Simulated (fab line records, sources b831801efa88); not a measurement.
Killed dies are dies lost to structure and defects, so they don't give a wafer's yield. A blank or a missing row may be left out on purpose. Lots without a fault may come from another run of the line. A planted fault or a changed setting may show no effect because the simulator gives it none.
fab line records | flow sky130
record lots=6 wafers=18 last_day=50
route steps=708 shown POLY_CUT@310 SD_P@320
lots that met no fault: from a run of the same line without faults
start_h: hours from the record's first day to the start of the lot's first wafer shown | wait_h: hours since the lot's step before | " the same as in the row above | L1.1+2: a row that stands for several wafers | - no value, or no start given | * or withheld: withheld | < > ~ a bound
route shown NAME@n: a module of which the file shows steps, and the number in the route of the first | usual: mean/standard deviation of fault-free wafers | same: alike in all rows | chamber/n: place in a boat | sites: the reading at each site | _std_site: their standard deviation | _edge_site: outer sites' mean less inner sites' | radius_mm: how far each site lies from the wafer's centre | mask NAME#n: copy n | behind: the tool/chamber that last shaped the wafer | hold: why the lot was held/for how many hours/how that ended | device: the transistor (n, p or np) that didn't switch | end of line: the same wafers' tests at the end of the route | a step without rows: its recipe alone | killed: dies lost to structure and defects at the first sort, not the wafer's yield | map: a wafer's dies, x killed, . not, _ none there
set.NAME: the setting as run; set.NAME@STEP: as run at that earlier step | model.NAME: the simulator's own value behind a step, which no gauge read
lots at some steps of the route; a table a step, a row a wafer
services: from which hour (start_h, from the record's first day; less than 0 if before it) a tool's chamber was out of use, for how many hours, and why
## steps
# step SKY_POLY_CUT_COAT_03
# recipe resist=KrF-thick spin_rpm=3000 resist_thk_nm=450
# step SKY_POLY_CUT_SOFTBAKE_04
# recipe temp_c=100 time_s=90 resist=KrF-thick
# step SKY_POLY_CUT_EXPOSE_05
# recipe mask_id=NPCM na=0.8 source_shape=annular sigma_inner=0.55 sigma_outer=0.85 target_cd_nm=270 dose_mj=32
# step SKY_POLY_CUT_PEB_06
# recipe peb_temp_c=withheld peb_time_s=withheld resist=KrF-thick
# step SKY_POLY_CUT_DEVELOP_07
# recipe develop_time_s=60 resist=KrF-thick dev_temp_c=21
# step SKY_POLY_CUT_CD_MEAS_08
# recipe target_cd_nm=270
# usual cd_nm=270.0/1.5
# columns lot.wafer tool chamber start_h wait_h cd_nm
L130.1 cd_sem-02 - 571.97 - 269.5
L130.4 " - " " 269.8
L130.6 " - " " 269.2
L134.3 cd_sem-01 - 587.14 - 270.7
L134.5 " - " " 269.9
L134.6 " - " " 270.4
L135.3 cd_sem-02 - 612.66 - 273.0
L135.4 " - " " 273.6
L135.6 " - " " 273.0
L138.1 cd_sem-02 - 626.25 - 268.1
L138.2 " - " " 269.2
L138.4 " - " " 268.5
L150.1 cd_sem-02 - 723.62 - 268.4
L150.3 " - " " 268.5
L150.5 " - " " 267.3
L151.2 cd_sem-01 - 726.64 - 268.6
L151.4 " - " " 268.7
L151.5 " - " " 267.2
# step SKY_POLY_CUT_OVL_MEAS_09
# usual POLY_CUT_OVL=1/5.2
# columns lot.wafer tool chamber start_h wait_h POLY_CUT_OVL[nm]
L130.1 overlay-02 - 572.09 0.1 -1
L130.4 " - " " -1
L130.6 " - " " 0
L134.3 overlay-01 - 587.23 0.1 13
L134.5 " - " " 10
L134.6 " - " " 2
L135.3 overlay-01 - 612.75 0.1 -4
L135.4 " - " " 1
L135.6 " - " " -2
L138.1 overlay-01 - 626.37 0.1 6
L138.2 " - " " -4
L138.4 " - " " -5
L150.1 overlay-02 - 723.74 0.1 -5
L150.3 " - " " -10
L150.5 " - " " -9
L151.2 overlay-02 - 726.74 0.1 14
L151.4 " - " " 11
L151.5 " - " " 5
# step SKY_POLY_CUT_ETCH_10
# recipe chemistry=N2/H2 target=BARC ion_energy_ev=200 source_w=500 bias_w=100 pressure_mtorr=30 n2_flow_sccm=100 h2_flow_sccm=200 stop_on=SiO2 time_s=45.9 target_depth_a=600
# usual drypump_motor_current_A=5.98/0.29 oes_product_au=0.854/0.0052 throttle_valve_pct=13.224/0.01
# same time_s=45.9
# columns lot.wafer tool chamber start_h wait_h drypump_motor_current_A oes_product_au rf_hours_counter_h throttle_valve_pct
L130.1 rie_diel-03 0 572.12 0.0 6.17 0.848 2 13.216
L130.4 " 0 " " 6.19 0.852 - 13.204
L130.6 " 2 " " 5.69 0.862 - 13.232
L134.3 rie_diel-04 3 587.26 0.0 6.10 0.846 17 13.222
L134.5 " 3 " " 6.11 0.842 - 13.233
L134.6 " 2 " " 6.29 0.851 - 13.234
L135.3 rie_diel-04 2 612.77 0.0 6.30 0.859 65 13.228
L135.4 " 0 " " 5.45 0.860 5 13.226
L135.6 " 2 " " 6.30 0.860 - 13.227
L138.1 rie_diel-02 2 626.41 0.0 6.27 0.857 0 13.233
L138.2 " 1 " " 6.00 0.851 1 13.224
L138.4 " 0 " " 5.87 0.861 1 13.239
L150.1 rie_diel-02 1 723.77 0.0 5.99 0.858 4 13.197
L150.3 " 2 " " 6.29 0.857 3 13.226
L150.5 " 3 " " 6.17 0.863 - 13.214
L151.2 rie_diel-03 3 726.77 0.0 5.40 0.854 2 13.219
L151.4 " 1 " " 5.69 0.852 3 13.229
L151.5 " 1 " " 5.69 0.853 - 13.221
# step SKY_POLY_CUT_ETCH_11
# recipe target=Si3N4 chemistry=CF4/CH2F2/Ar stop_on=poly-Si source_w=600 bias_w=150 pressure_mtorr=40 cf4_flow_sccm=40 ch2f2_flow_sccm=20 Ar_flow_sccm=150 time_s=42.5 target_depth_a=600
# usual drypump_motor_current_A=5.98/0.29 oes_product_au=0.831/0.0058 throttle_valve_pct=14.995/0.0093
# same time_s=42.5
# columns lot.wafer tool chamber start_h wait_h drypump_motor_current_A oes_product_au rf_hours_counter_h throttle_valve_pct
L130.1 rie_diel-03 0 572.16 0.0 6.17 0.830 2 14.985
L130.4 " 0 " " 6.15 0.831 - 14.988
L130.6 " 2 " " 5.70 0.830 - 14.984
L134.3 rie_diel-04 3 587.30 0.0 6.12 0.824 17 14.982
L134.5 " 3 " " 6.09 0.837 - 14.994
L134.6 " 2 " " 6.27 0.829 - 14.986
L135.3 rie_diel-04 2 612.81 0.0 6.28 0.830 65 15.001
L135.4 " 0 " " 5.41 0.831 5 14.994
L135.6 " 2 " " 6.26 0.828 - 15.001
L138.1 rie_diel-02 2 626.45 0.0 6.27 0.828 0 14.984
L138.2 " 1 " " 6.01 0.827 1 15.000
L138.4 " 0 " " 5.87 0.828 1 15.001
L150.1 rie_diel-02 1 723.81 0.0 6.01 0.830 4 14.978
L150.3 " 2 " " 6.28 0.828 3 14.992
L150.5 " 3 " " 6.19 0.834 - 14.992
L151.2 rie_diel-03 3 726.81 0.0 5.39 0.832 2 14.999
L151.4 " 1 " " 5.66 0.831 3 14.983
L151.5 " 1 " " 5.66 0.829 - 14.983
# step SKY_POLY_CUT_STRIP_12
# recipe chemistry=O2/N2 power_w=1400 pressure_mtorr=1500 platen_temp_c=withheld o2_flow_sccm=3000 n2_flow_sccm=300 overash_fraction=0.5
# usual drypump_motor_current_A=5.5/0.48 oes_product_au=0.453/0.0046 strip_time_to_endpoint_s=5.353/0.016
# columns lot.wafer tool chamber start_h wait_h drypump_motor_current_A oes_product_au rf_hours_counter_h strip_time_to_endpoint_s
L130.1 plasma_asher-01 1 572.20 0.0 6.0 0.448 89 5.387
L130.4 " 1 " " 6.1 0.451 - 5.370
L130.6 " 1 " " 6.0 0.454 - 5.364
L134.3 plasma_asher-04 1 587.37 0.1 4.9 0.451 - 5.366
L134.5 " 1 " " 4.9 0.451 - 5.374
L134.6 " 0 " " 5.5 0.446 - 5.356
L135.3 plasma_asher-01 1 612.89 0.1 6.0 0.455 - 5.352
L135.4 " 0 " " 6.3 0.447 - 5.333
L135.6 " 0 " " 6.2 0.456 - 5.349
L138.1 plasma_asher-03 0 626.49 0.0 5.1 0.453 17 5.350
L138.2 " 1 " " 5.3 0.453 17 5.349
L138.4 " 0 " " 5.1 0.451 - 5.375
L150.1 plasma_asher-04 0 723.85 0.0 5.4 0.450 61 5.354
L150.3 " 1 " " 4.9 0.450 - 5.368
L150.5 " 1 " " 4.9 0.452 - 5.357
L151.2 plasma_asher-01 1 726.85 0.0 6.0 0.451 105 5.358
L151.4 " 0 " " 6.2 0.460 - 5.362
L151.5 " 0 " " 6.2 0.449 - 5.338
# step SKY_SD_P_DEHYDRATE_00
# recipe temp_c=200 time_s=60
# step SKY_SD_P_HMDS_01
# recipe prime_time_s=60 prime_temp_c=120
# step SKY_SD_P_COAT_02
# recipe resist=NOVOLAK spin_rpm=3000 resist_thk_nm=1140
# columns lot.wafer tool chamber start_h wait_h model.NOVOLAK_of_SD_P_COAT_02.thk_nm
L130.1 litho_track-04 0 586.78 0.1 1140
L130.4 " 0 " " 1139
L130.6 " 0 " " 1142
L134.3 litho_track-03 0 601.47 0.1 1143
L134.5 " 0 " " 1139
L134.6 " 0 " " 1140
L135.3 litho_track-03 0 627.47 0.1 792.4
L135.4 " 0 " " 790.4
L135.6 " 0 " " 793
L138.1 litho_track-03 0 639.57 0.1 782.5
L138.2 " 0 " " 785.7
L138.4 " 0 " " 783.6
L150.1+3 litho_track-03 0 737.12 0.1 1143
L150.5 " 0 " " 1142
L151.2 litho_track-03 0 739.94 0.1 1136
L151.4+5 " 0 " " 1135
# step SKY_SD_P_SOFTBAKE_03
# recipe temp_c=90 time_s=60 resist=NOVOLAK
# step SKY_SD_P_EXPOSE_04
# recipe mask_id=PSDM na=0.6 source_shape=conventional sigma_outer=0.6 polarization=unpolarized target_cd_nm=380 dose_mj=138
# step SKY_SD_P_PEB_05
# recipe temp_c=withheld time_s=* resist=NOVOLAK
# step SKY_SD_P_DEVELOP_06
# recipe resist=NOVOLAK developer=TMAH develop_time_s=60 dev_temp_c=23
# columns lot.wafer tool chamber start_h wait_h model.NOVOLAK_of_SD_P_COAT_02.thk_nm
L130.1+4 litho_track-04 0 601.23 0.1 1139
L130.6 " 0 " " 1142
L134.3 litho_track-02 0 615.72 0.1 1142
L134.5 " 0 " " 1139
L134.6 " 0 " " 1140
L135.3 litho_track-02 0 641.07 0.1 792
L135.4 " 0 " " 790
L135.6 " 0 " " 792.6
L138.1 litho_track-03 0 653.87 0.1 782.1
L138.2 " 0 " " 785.3
L138.4 " 0 " " 783.2
L150.1 litho_track-02 0 750.77 0.1 1142
L150.3 " 0 " " 1143
L150.5 " 0 " " 1141
L151.2 litho_track-04 0 754.20 0.1 1136
L151.4+5 " 0 " " 1135
# step SKY_SD_P_CD_MEAS_07
# recipe target_cd_nm=380
# usual cd_nm=380/3.1
# columns lot.wafer tool chamber start_h wait_h cd_nm
L130.1 cd_sem-02 - 601.38 0.1 378
L130.4 " - " " 375
L130.6 " - " " 376
L134.3 cd_sem-02 - 615.86 0.1 384
L134.5 " - " " 384
L134.6 " - " " 383
L135.3 cd_sem-01 - 641.21 0.1 422
L135.4 " - " " 424
L135.6 " - " " 422
L138.1 cd_sem-02 - 654.02 0.1 425
L138.2 " - " " 424
L138.4 " - " " 425
L150.1 cd_sem-02 - 750.92 0.1 382
L150.3 " - " " 381
L150.5 " - " " 381
L151.2 cd_sem-02 - 754.35 0.1 382
L151.4 " - " " 382
L151.5 " - " " 382
# step SKY_SD_P_OVL_MEAS_08
# usual SD_P_OVL=-1.3/1.4
# columns lot.wafer tool chamber start_h wait_h SD_P_OVL[nm]
L130.1 overlay-01 - 601.50 0.1 -1.5
L130.4 " - " " -2.1
L130.6 " - " " -3.1
L134.3 overlay-01 - 615.95 0.1 -1.3
L134.5 " - " " -0.5
L134.6 " - " " -0.6
L135.3 overlay-01 - 641.30 0.1 -3.2
L135.4 " - " " -1.0
L135.6 " - " " -3.8
L138.1 overlay-01 - 654.14 0.1 -2.1
L138.2 " - " " 0.1
L138.4 " - " " -1.1
L150.1 overlay-01 - 751.04 0.1 1.5
L150.3 " - " " 1.1
L150.5 " - " " 0.9
L151.2 overlay-02 - 754.45 0.1 -1.1
L151.4 " - " " -2.4
L151.5 " - " " -1.4
# step SKY_SD_P_IMPLANT_09
# recipe species=BF2 energy_kev=20 dose_cm2=3e+15 tilt_deg=0
# step SKY_SD_P_STRIP_10
# recipe chemistry=O2/N2 power_w=1400 pressure_mtorr=1500 platen_temp_c=withheld o2_flow_sccm=3000 n2_flow_sccm=300 overash_fraction=0.5
# usual drypump_motor_current_A=5.3/0.49 oes_product_au=0.617/0.005 strip_time_to_endpoint_s=17.50/0.037
# columns lot.wafer tool chamber start_h wait_h drypump_motor_current_A oes_product_au rf_hours_counter_h strip_time_to_endpoint_s
L130.1 plasma_asher-02 1 601.68 0.1 5.0 0.614 80 17.47
L130.4 " 1 " " 5.0 0.620 - 17.48
L130.6 " 0 " " 4.8 0.617 - 17.52
L134.3 plasma_asher-02 0 616.15 0.1 4.8 0.613 - 17.54
L134.5 " 0 " " 4.8 0.612 - 17.49
L134.6 " 1 " " 5.0 0.615 - 17.49
L135.3 plasma_asher-03 0 641.50 0.1 5.1 0.581 - 13.51
L135.4 " 1 " " 5.3 0.583 - 13.51
L135.6 " 1 " " 5.3 0.575 - 13.52
L138.1 plasma_asher-01 0 654.32 0.1 6.2 0.594 98 13.39
L138.2 " 1 " " 6.0 0.585 98 13.42
L138.4 " 0 " " 6.2 0.578 - 13.41
L150.1 plasma_asher-03 1 751.22 0.1 5.3 0.626 30 17.53
L150.3 " 0 " " 5.1 0.625 - 17.52
L150.5 " 0 " " 5.1 0.616 - 17.50
L151.2 plasma_asher-02 1 754.63 0.1 5.0 0.618 95 17.46
L151.4 " 0 " " 4.8 0.612 - 17.45
L151.5 " 0 " " 4.8 0.616 - 17.45
# step SKY_SD_P_TW_MEAS_11
# usual SD_P_TW=2868/18
# columns lot.wafer tool chamber start_h wait_h SD_P_TW
L130.1 film_metro-01 - 601.78 0.1 2871
L130.4 " - " " 2885
L130.6 " - " " 2881
L134.3 film_metro-01 - 616.24 0.1 2883
L134.5 " - " " 2889
L134.6 " - " " 2883
L135.3 film_metro-01 - 641.59 0.1 2865
L135.4 " - " " 2839
L135.6 " - " " 2862
L138.1 film_metro-03 - 654.42 0.1 2880
L138.2 " - " " 2884
L138.4 " - " " 2897
L150.1 film_metro-01 - 751.32 0.1 2887
L150.3 " - " " 2863
L150.5 " - " " 2880
L151.2 film_metro-04 - 754.74 0.1 2833
L151.4 " - " " 2847
L151.5 " - " " 2833
## services
# columns tool chamber start_h hours kind
rie_diel-02 0 550.34 - clean
rie_diel-02 0 550.34 30.0 scheduled_down
rie_diel-02 0 550.34 30.0 vent_cycle
rie_diel-03 3 564.54 - clean
rie_diel-03 3 564.54 18.5 scheduled_down
rie_diel-03 3 564.54 18.5 vent_cycle
rie_diel-04 - 628.83 0.2 repair
rie_diel-03 - 634.96 3.8 repair
rie_diel-03 - 638.78 2.8 pm
plasma_asher-02 - 638.98 1.7 repair
plasma_asher-02 - 642.88 3.0 repair
rie_diel-03 2 643.20 2.1 repair
rie_diel-03 1 656.56 4.5 repair
rie_diel-03 - 661.31 0.4 repair
rie_diel-04 - 662.07 1.6 repair
rie_diel-04 1 662.19 11.1 repair
plasma_asher-03 - 665.71 0.6 repair
plasma_asher-03 - 666.26 2.8 pm
plasma_asher-03 - 670.87 1.4 repair
rie_diel-03 3 671.44 4.5 repair
plasma_asher-01 - 733.75 9.0 pm
rie_diel-03 2 743.67 3.1 repair
rie_diel-02 3 750.44 2.4 repair
plasma_asher-01 - 753.33 0.5 repair
## key
first_sign step=SKY_SD_P_CD_MEAS_07 reading=cd_nm direction=up sigmas=14 usual=380 struck=424
effect step=SKY_SD_P_STRIP_10 reading=strip_time_to_endpoint_s direction=down sigmas=99+ usual=* struck=*
model_effect step=SKY_SD_P_COAT_02 value=NOVOLAK_of_SD_P_COAT_02.thk_nm without=1139 struck=787.9
model_effect step=SKY_SD_P_DEVELOP_06 value=NOVOLAK_of_SD_P_COAT_02.thk_nm without=1138 struck=787.5
met_at SKY_SD_P_COAT_02
struck_wafers L135.3,L135.4,L135.6,L138.1,L138.2,L138.4
sort_left_out L135.3,L135.4,L135.6,L138.1,L138.2,L138.4
tester_left_out L135,L138
onset_between 601.47 627.47
fault kind=process_parameter_drift tool=litho_track-03 chamber=- onset_h=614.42 steps=SKY_SD_P_COAT_02 channel=resist_thk_nm offset=-351.26 shape=step end_h=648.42 acts_in=these_recipes_only stated=1140
# tester_left_out: of these lots the tester's yield and bins aren't shown, on N5 and GAA mostly nor the transistor test; their killed dies are dies lost to structure and defects alone, not to doping, threshold or leakage, so they don't give the yield
# sort_left_out: the simulated sort isn't trusted on such a fault, so these wafers' sort isn't shown, and their yield isn't known
